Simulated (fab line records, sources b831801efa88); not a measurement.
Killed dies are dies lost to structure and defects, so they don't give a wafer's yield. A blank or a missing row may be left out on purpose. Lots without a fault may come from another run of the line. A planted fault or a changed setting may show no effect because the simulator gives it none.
fab line records | flow gf180mcu
record lots=14 wafers=42 last_day=34
route steps=602 shown LVPWELL@63 M1@315 M2@363 V2@408
lots that met no fault: from a run of the same line without faults
start_h: hours from the record's first day to the start of the lot's first wafer shown | wait_h: hours since the lot's step before | " the same as in the row above | L1.1+2: a row that stands for several wafers | - no value, or no start given | * or withheld: withheld | < > ~ a bound
route shown NAME@n: a module of which the file shows steps, and the number in the route of the first | usual: mean/standard deviation of fault-free wafers | same: alike in all rows | chamber/n: place in a boat | sites: the reading at each site | _std_site: their standard deviation | _edge_site: outer sites' mean less inner sites' | radius_mm: how far each site lies from the wafer's centre | mask NAME#n: copy n | behind: the tool/chamber that last shaped the wafer | hold: why the lot was held/for how many hours/how that ended | device: the transistor (n, p or np) that didn't switch | end of line: the same wafers' tests at the end of the route | a step without rows: its recipe alone | killed: dies lost to structure and defects at the first sort, not the wafer's yield | map: a wafer's dies, x killed, . not, _ none there
set.NAME: the setting as run; set.NAME@STEP: as run at that earlier step | model.NAME: the simulator's own value behind a step, which no gauge read
steps of the route over a sample of lots; a table a step, a row a wafer
services: from which hour (start_h, from the record's first day; less than 0 if before it) a tool's chamber was out of use, for how many hours, and why
## steps
# step GF_LVPWELL_IMPLANT_09
# recipe species=B energy_kev=60 dose_cm2=5e+12 tilt_deg=0
# usual beam_energy_keV=60.003/0.018 beam_on_s=10.00/0.2
# columns lot.wafer tool chamber start_h wait_h beam_energy_keV beam_on_s
L886.1 implanter-03 0 68.24 0.1 59.966 10.12
L886.3 " 0 " " 60.003 10.21
L886.5 " 0 " " 60.007 9.91
L888.3 implanter-03 0 79.11 0.1 60.009 9.59
L888.5 " 0 " " 60.014 10.15
L888.6 " 0 " " 60.035 10.13
L889.3 implanter-03 0 85.29 0.1 59.999 10.24
L889.4 " 0 " " 59.996 9.76
L889.6 " 0 " " 60.001 9.81
L890.1 implanter-04 0 93.52 0.1 60.015 10.18
L890.2 " 0 " " 60.049 10.04
L890.4 " 0 " " 60.039 10.18
L892.3 implanter-04 0 100.92 0.1 60.027 10.09
L892.4 " 0 " " 60.000 10.12
L892.5 " 0 " " 60.017 9.98
L893.1 implanter-04 - 110.06 0.1 - -
L893.3 " - " " - -
L893.6 " - " " - -
L894.3 implanter-02 - 119.11 0.1 - -
L894.5 " - " " - -
L894.6 " - " " - -
L895.1 implanter-04 0 131.16 0.1 60.033 10.24
L895.3 " 0 " " 60.028 9.96
L895.6 " 0 " " 60.045 10.04
L904.3 implanter-02 0 171.69 0.1 59.992 10.08
L904.5 " 0 " " 60.002 9.84
L904.6 " 0 " " 60.002 10.09
L903.2 implanter-04 0 171.74 0.1 59.994 9.57
L903.3 " 0 " " 59.983 10.15
L903.4 " 0 " " 59.999 10.12
L905.1 implanter-03 0 184.21 0.1 59.975 10.05
L905.2 " 0 " " 60.012 9.99
L905.4 " 0 " " 60.014 9.69
L906.2 implanter-04 0 184.36 0.1 60.003 10.05
L906.4 " 0 " " 59.987 9.93
L906.6 " 0 " " 59.970 10.17
L907.3 implanter-02 0 187.71 0.1 60.034 10.16
L907.4 " 0 " " 60.026 9.98
L907.5 " 0 " " 59.994 9.62
L908.4 implanter-03 0 193.94 0.1 59.991 10.07
L908.5 " 0 " " 60.014 9.77
L908.6 " 0 " " 60.003 10.24
# step GF_LVPWELL_TW_MEAS_11
# usual LVPWELL_TW=558/3.2
# columns lot.wafer tool chamber start_h wait_h LVPWELL_TW
L886.1 film_metro-04 - 68.49 0.1 565
L886.3 " - " " 562
L886.5 " - " " 559
L888.3 film_metro-01 - 79.33 0.1 555
L888.5 " - " " 552
L888.6 " - " " 554
L889.3 film_metro-01 - 85.51 0.1 554
L889.4 " - " " 556
L889.6 " - " " 557
L890.1 film_metro-01 - 93.77 0.1 553
L890.2 " - " " 556
L890.4 " - " " 556
L892.3 film_metro-01 - 101.14 0.1 557
L892.4 " - " " 554
L892.5 " - " " 560
L893.1 film_metro-02 - 110.31 0.1 525
L893.3 " - " " 523
L893.6 " - " " 521
L894.3 film_metro-02 - 119.33 0.1 523
L894.5 " - " " 523
L894.6 " - " " 522
L895.1 film_metro-01 - 131.41 0.1 558
L895.3 " - " " 560
L895.6 " - " " 558
L904.3 film_metro-04 - 171.91 0.1 559
L904.5 " - " " 562
L904.6 " - " " 561
L903.2 film_metro-01 - 171.97 0.1 554
L903.3 " - " " 556
L903.4 " - " " 554
L905.1 film_metro-02 - 184.46 0.1 564
L905.2 " - " " 560
L905.4 " - " " 564
L906.2 film_metro-01 - 184.60 0.1 555
L906.4 " - " " 556
L906.6 " - " " 555
L907.3 film_metro-02 - 187.93 0.1 557
L907.4 " - " " 563
L907.5 " - " " 560
L908.4 film_metro-02 - 194.14 0.1 557
L908.5 " - " " 556
L908.6 " - " " 561
# step GF_VT_IMPLANT_RS_MEAS_48
# recipe thk_meas_gauge=four-point-probe
# usual LVPWELL_RS=1197/3.3
# columns lot.wafer tool chamber start_h wait_h LVPWELL_RS[ohm/sq]
L886.1 film_metro-02 - 154.47 0.1 1199
L886.3 " - " " 1198
L886.5 " - " " 1202
L888.3 film_metro-04 - 166.33 0.1 1191
L888.5 " - " " 1197
L888.6 " - " " 1196
L889.3 film_metro-01 - 174.74 0.1 1193
L889.4 " - " " 1191
L889.6 " - " " 1190
L890.1 film_metro-01 - 183.59 0.1 1194
L890.2 " - " " 1193
L890.4 " - " " 1195
L892.3 film_metro-02 - 195.40 0.1 1194
L892.4 " - " " 1197
L892.5 " - " " 1196
L893.1 film_metro-02 - 203.91 0.1 1532
L893.3 " - " " 1537
L893.6 " - " " 1536
L894.3 film_metro-04 - 217.64 0.1 1541
L894.5 " - " " 1546
L894.6 " - " " 1538
L895.1 film_metro-04 - 230.95 0.1 1197
L895.3 " - " " 1197
L895.6 " - " " 1198
L904.3 film_metro-02 - 278.98 0.1 1197
L904.5 " - " " 1199
L904.6 " - " " 1196
L903.2 film_metro-04 - 280.26 0.1 1196
L903.3 " - " " 1198
L903.4 " - " " 1201
L905.1 film_metro-01 - 296.11 0.1 1196
L905.2 " - " " 1197
L905.4 " - " " 1196
L906.2 film_metro-02 - 296.67 0.1 1198
L906.4 " - " " 1201
L906.6 " - " " 1197
L907.3 film_metro-01 - 298.15 0.1 1198
L907.4 " - " " 1194
L907.5 " - " " 1197
L908.4 film_metro-04 - 306.31 0.1 1200
L908.5 " - " " 1204
L908.6 " - " " 1198
# step GF_M1_SPUTTER_00
# recipe material=Ti target_thk_nm=37.5 arriving_ion_energy_ev=80 substrate_temp_c=200 chamber_pressure_pa=2 power_w=4000 time_s=150
# usual throttle_valve_pct=29.6/1.2
# same time_s=150
# columns lot.wafer tool chamber start_h wait_h throttle_valve_pct
L886.1 pvd_sputter-01 - 357.36 0.2 27.5
L886.3 " - " " 29.4
L886.5 " - " " 29.0
L888.3 pvd_sputter-01 - 374.87 0.1 29.2
L888.5 " - " " 29.2
L888.6 " - " " 30.2
L889.3 pvd_sputter-01 - 381.30 0.1 30.4
L889.4 " - " " 29.3
L889.6 " - " " 28.7
L890.1 pvd_sputter-04 - 401.24 0.1 31.1
L890.2 " - " " 30.4
L890.4 " - " " 28.5
L892.3 pvd_sputter-02 - 413.38 0.1 28.6
L892.4 " - " " 30.5
L892.5 " - " " 28.4
L895.1 pvd_sputter-01 - 459.32 0.1 29.0
L895.3 " - " " 27.5
L895.6 " - " " 29.1
L904.3 pvd_sputter-01 - 519.62 0.2 29.2
L904.5 " - " " 30.2
L904.6 " - " " 27.5
L903.2 pvd_sputter-04 - 521.33 0.1 31.3
L903.3 " - " " 31.6
L903.4 " - " " 28.8
L905.1 pvd_sputter-04 - 538.27 0.1 31.2
L905.2 " - " " 28.6
L905.4 " - " " 30.2
L906.2 pvd_sputter-04 - 540.96 0.2 31.7
L906.4 " - " " 31.2
L906.6 " - " " 30.4
L907.3 pvd_sputter-01 - 543.37 0.1 30.3
L907.4 " - " " 29.2
L907.5 " - " " 28.9
L908.4 pvd_sputter-02 - 552.49 0.1 28.2
L908.5 " - " " 29.7
L908.6 " - " " 30.1
# step GF_M2_SPUTTER_01
# recipe material=TiN target_thk_nm=30 power_w=6500 time_s=25 chamber_pressure_pa=0.4
# usual throttle_valve_pct=29.8/1.3
# same time_s=25
# columns lot.wafer tool chamber start_h wait_h throttle_valve_pct
L886.1 pvd_sputter-03 - 406.26 0.1 30.2
L886.3 " - " " 28.0
L886.5 " - " " 30.4
L888.3 pvd_sputter-01 - 425.36 0.1 30.4
L888.5 " - " " 29.4
L888.6 " - " " 30.6
L889.3 pvd_sputter-04 - 431.23 0.1 31.3
L889.4 " - " " 28.6
L889.6 " - " " 31.2
L890.1 pvd_sputter-04 - 452.33 0.1 30.3
L890.2 " - " " 31.7
L890.4 " - " " 31.0
L892.3 pvd_sputter-03 - 464.46 0.1 27.8
L892.4 " - " " 29.9
L892.5 " - " " 30.5
L895.1 pvd_sputter-01 - 509.46 0.1 29.1
L895.3 " - " " 30.4
L895.6 " - " " 29.5
L904.3 pvd_sputter-03 - 568.28 0.1 30.4
L904.5 " - " " 30.3
L904.6 " - " " 29.9
L903.2 pvd_sputter-04 - 569.52 0.1 31.8
L903.3 " - " " 31.1
L903.4 " - " " 29.9
L905.1 pvd_sputter-04 - 585.89 0.1 31.7
L905.2 " - " " 30.3
L905.4 " - " " 28.6
L906.2 pvd_sputter-04 - 587.98 0.1 31.4
L906.4 " - " " 28.8
L906.6 " - " " 30.2
L907.3 pvd_sputter-03 - 591.08 0.1 30.5
L907.4 " - " " 31.1
L907.5 " - " " 28.1
L908.4 pvd_sputter-03 - 599.20 0.1 31.3
L908.5 " - " " 31.2
L908.6 " - " " 28.1
# step GF_V2_CMP_26
# recipe stop_on=SiO2 down_force_psi=3.5 platen_rpm=60 t_overpolish_s=15 target_thk_nm=0 pad_velocity_m_s=0.94248
# usual motor_current_A=11.2/1 overpolish_run_s=15.000/0.0086 platen_rpm=60.00/0.038 time_to_endpoint_s=87.1/3
# columns lot.wafer tool chamber start_h wait_h motor_current_A overpolish_run_s platen_rpm time_to_endpoint_s
L886.3 cmp-02 3 456.77 0.1 13.1 14.992 60.01 87.9
L886.1 " 1 " " 10.8 14.997 60.01 86.9
L886.5 " 3 " " 13.5 15.001 60.02 86.5
L888.3 cmp-01 1 476.31 0.0 10.5 14.990 60.03 88.6
L888.5 " 1 " " 10.2 14.994 60.03 86.0
L888.6 " 2 " " 10.0 14.999 59.96 87.3
L889.3 cmp-02 3 482.43 0.1 13.3 15.001 59.96 88.0
L889.4 " 0 " " 10.2 15.000 60.06 86.2
L889.6 " 2 " " 10.4 14.994 59.95 92.0
L890.2 cmp-02 3 503.20 0.0 13.3 14.984 59.95 86.0
L890.1 " 0 " " 11.0 14.998 59.94 83.6
L890.4 " 2 " " 10.7 15.005 60.04 85.9
L892.4 cmp-01 3 514.06 0.1 11.2 14.978 60.04 85.4
L892.3 " 1 " " 9.6 15.001 60.09 86.6
L892.5 " 2 " " 9.5 14.998 60.01 86.0
L895.1 cmp-02 2 557.88 0.4 11.5 14.996 60.02 90.2
L895.3 " 3 " " 13.4 14.991 60.04 89.9
L895.6 " 2 " " 11.5 15.001 60.01 93.6
L904.3 cmp-02 0 613.94 0.2 10.7 15.009 60.00 89.0
L904.5 " 1 " " 11.4 14.996 60.02 86.6
L904.6 " 2 " " 11.4 15.013 60.01 91.2
L903.3 cmp-02 0 615.31 0.1 11.0 15.002 59.94 82.7
L903.4 " 1 " " 11.6 15.009 59.97 86.3
L903.2 " 2 " " 10.9 14.976 60.01 84.2
L905.1 cmp-02 3 630.45 0.1 12.8 14.989 59.99 85.7
L905.4 " 0 " " 11.2 14.984 59.97 80.8
L905.2 " 2 " " 11.1 15.005 59.98 84.2
L906.2 cmp-01 2 632.19 0.0 9.6 15.012 59.98 89.6
L906.4 " 3 " " 10.7 14.993 59.95 84.1
L906.6 " 2 " " 10.5 14.997 60.02 90.0
L907.4 cmp-02 2 636.29 0.1 10.8 14.998 59.95 85.5
L907.3 " 3 " " 12.8 15.004 59.97 82.0
L907.5 " 0 " " 10.6 15.005 60.08 83.1
L908.4 cmp-02 3 643.10 0.2 13.7 15.002 59.93 88.4
L908.5 " 0 " " 10.3 14.992 60.05 82.3
L908.6 " 1 " " 11.0 14.996 59.97 85.3
## services
# columns tool chamber start_h hours kind
cmp-02 - 64.00 4.0 pm
cmp-02 - 69.96 6.5 repair
cmp-02 - 77.16 8.4 repair
implanter-04 - 115.88 5.5 repair
pvd_sputter-01 - 129.61 3.9 repair
pvd_sputter-01 - 154.37 12.7 repair
implanter-04 - 227.43 3.6 pm
implanter-04 - 278.01 2.2 repair
cmp-02 - 278.41 0.4 repair
pvd_sputter-01 - 280.94 1.2 repair
cmp-02 - 295.50 0.6 repair
cmp-02 - 297.01 3.1 pm
pvd_sputter-04 - 298.21 4.3 repair
cmp-02 - 314.56 1.0 repair
cmp-02 - 327.65 0.8 repair
cmp-02 - 328.02 1.2 repair
pvd_sputter-04 - 349.70 9.8 repair
pvd_sputter-04 - 393.93 2.9 repair
cmp-02 - 404.00 4.0 pm
pvd_sputter-04 - 434.80 4.6 repair
pvd_sputter-01 - 451.92 1.4 repair
pvd_sputter-04 - 459.30 3.5 repair
cmp-02 - 588.57 2.1 repair
cmp-02 - 625.36 3.4 pm
## key
first_sign step=GF_LVPWELL_IMPLANT_09 reading=tool_record direction=missing
effect step=GF_LVPWELL_TW_MEAS_11 reading=LVPWELL_TW direction=down sigmas=11 usual=558 struck=523
effect step=GF_VT_IMPLANT_RS_MEAS_48 reading=LVPWELL_RS direction=up sigmas=99+ usual=1197 struck=1538
met_at GF_LVPWELL_IMPLANT_09
struck_lots L893,L894
later_rows_left_out L893.1,L893.3,L893.6,L894.3,L894.5,L894.6
sort_left_out L893.1,L893.3,L893.6,L894.3,L894.5,L894.6
tester_left_out L893,L894
not_acting_at GF_M1_SPUTTER_00,GF_M2_SPUTTER_01,GF_V2_CMP_26
onset_between 100.92 110.06
fault kind=skipped_step_whole tool=implanter-02,implanter-04 chamber=- onset_h=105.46 steps=GF_LVPWELL_IMPLANT_09 scope=struck_lots_only
# tester_left_out: of these lots the tester's yield and bins aren't shown, on N5 and GAA mostly nor the transistor test; their killed dies are dies lost to structure and defects alone, not to doping, threshold or leakage, so they don't give the yield
# sort_left_out: the simulated sort isn't trusted on such a fault, so these wafers' sort isn't shown, and their yield isn't known
# later_rows_left_out: the simulator's readings of these wafers behind a module that went badly wrong aren't trusted and aren't shown, but for the sort
